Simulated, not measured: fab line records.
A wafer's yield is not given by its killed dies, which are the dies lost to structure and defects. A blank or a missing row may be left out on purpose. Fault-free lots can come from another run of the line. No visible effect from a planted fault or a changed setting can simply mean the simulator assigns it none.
A struck lot beside a sound one :: flow sky130 :: 15 out of 708 route steps
Sound: wafers L322.1, L322.5, L322.6. Struck: wafers L330.2, L330.3, L330.4. At the end, the cause is stated.
Each step with rows lists, per side, the tool, then ch with its chambers, then its first start. Under that, the readings that differ: sound wafers :: struck wafers :: difference of the means :: sigmas: that difference in standard deviations of wafers without a fault.
alike: same words and numbers on both sides, and readings whose means sit less than 2 such deviations apart. not compared: any withheld reading, any reading some wafer has no value for, any bound like >300 that may hide the same value, and any number with overlapping values for which the record gives no deviation.
A row with sigmas, a row that says differs or no value, or rows on one side alone: a step with any of these is where the two part. Numbers that don't overlap but have no deviation are shown without sigmas and don't part them. A reading missing from all wafers of one side parts the sides only when that side holds two or more wafers.

first, 8 steps without rows for these wafers: SKY_CONTACT_DEHYDRATE_06 (time 60 s); SKY_CONTACT_HMDS_07 (prime time 60 s); SKY_CONTACT_COAT_08 (resist thk 60 nm); SKY_CONTACT_COAT_09 (resist thk 450 nm); SKY_CONTACT_SOFTBAKE_10 (time 90 s); SKY_CONTACT_EXPOSE_11 (exposes mask CTM1, target cd 170 nm); SKY_CONTACT_PEB_12; SKY_CONTACT_DEVELOP_13 (develop time 60 s).
SKY_CONTACT_CD_MEAS_14: target cd 170 nm.
  struck on cd sem-02, day 37 16:34; sound on cd sem-01, day 35 05:08
  alike: cd nm
SKY_CONTACT_OVL_MEAS_15:
  struck on overlay-02, day 37 16:40; sound on overlay-02, day 35 05:15
  alike: CONTACT_OVL
SKY_CONTACT_ETCH_16: etches BARC in N2/H2, stops on SiO2, time 45.9 s, target depth 60 nm.
  sound on rie diel-03 ch 0,3, day 35 05:17; struck on rie diel-03 ch 1,2,3, day 37 16:41
  alike: chamber pressure mTorr, drypump motor current A, oes product au, throttle valve pct
  not compared: rf hours counter h
SKY_CONTACT_ETCH_17: etches SiO2 in C4F8/O2/Ar, stops on Si3N4, target depth 340 nm.
  sound on rie diel-03 ch 0,3, day 35 05:19; struck on rie diel-03 ch 1,2,3, day 37 16:44
reading: oes product au (a.u.)
sound: 0.898 0.892 0.895
struck: 0.886 0.884 0.884
difference: -0.010
sigmas: -2
  alike: chamber pressure mTorr
SKY_CONTACT_ETCH_18: etches Si3N4 in CHF3/O2, stops on TiN, time 39 s, target depth 75 nm.
  sound on rie diel-03 ch 0,3, day 35 05:00; struck on rie diel-03 ch 1,2,3, day 37 16:00
reading: model.KrF-thick_of_CONTACT_COAT_09.thk nm (nm)
sound: 242.3 241.4 244.1
struck: 262.5 261.3 258.6
difference: +18.2
sigmas: 
  alike: chamber pressure mTorr, drypump motor current A, oes product au, throttle valve pct
  not compared: rf hours counter h
SKY_CONTACT_STRIP_19: strips in O2/N2.
  sound on plasma asher-01 ch 0,1, day 35 05:25; struck on plasma asher-01 ch 0,1, day 37 16:49
reading: strip time to endpoint s (s)
sound: 3.603 3.596 3.641
struck: 3.818 3.825 3.794
difference: +0.199
sigmas: +7
  alike: chamber pressure mTorr, drypump motor current A, oes product au
  not compared: rf hours counter h
then, 1 step without rows for these wafers: SKY_CONTACT_STRIP_20 (strips in post etch residue remover, time 1200 s).

## WHERE THEY PART
At SKY_CONTACT_ETCH_17 first; at SKY_CONTACT_STRIP_19 last (within this record only).

WHY: what had been put in by the simulator
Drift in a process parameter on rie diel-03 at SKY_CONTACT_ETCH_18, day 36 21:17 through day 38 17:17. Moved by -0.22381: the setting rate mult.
